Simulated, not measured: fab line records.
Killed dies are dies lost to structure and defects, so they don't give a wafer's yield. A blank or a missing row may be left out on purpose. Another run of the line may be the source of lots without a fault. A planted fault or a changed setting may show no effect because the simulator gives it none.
Chamber matching -- flow gf180mcu -- GF_PASSIVATION_CVD_00 on pecvd-01 has 3 sister chambers
The step deposits SiO2 from TEOS, target thk 1000 nm, time 111.95 s. 3 wafers are shown with their chamber, then 7 later ones without.

EACH WAFER AND ITS CHAMBER
wafer,chamber,heaterPowerW (W)
L938.3,2,818
L940.1,1,516
L940.4,0,475

WAFERS WITH NO CHAMBER GIVEN
wafer,heaterPowerW (W)
L940.5,551
L941.1,583
L941.4,612
L941.6,786
L945.4,469
L945.5,811
L945.6,419

EACH ONE'S CHAMBER
wafer,from the rows above,in truth
L940.5,can't be placed: 1 or 0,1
L941.1,can't be placed: 1 or 0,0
L941.4,can't be placed: 1 or 0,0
L941.6,2,2
L945.4,can't be placed: 0 or 1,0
L945.5,2,2
L945.6,can't be placed: 0 or 1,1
2 of 7 placed correctly. Cannot be placed on the basis of these rows: 5; the candidates contain the true chamber in 5. Wrongly placed: 0.
How it was worked out, from the rows above alone: a wafer's distance from a chamber is the root of the sum, over the readings, of the square of ((its reading less the chamber's mean) divided by the reading's scatter). If the next closest chamber is less than 2 further off than the closest, the wafer can't be placed; otherwise it belongs to the closest. A chamber's mean is the mean of its shown wafers. The scatter: root of mean squared gap, hidden wafer to nearest shown wafer, with one shown wafer a chamber.
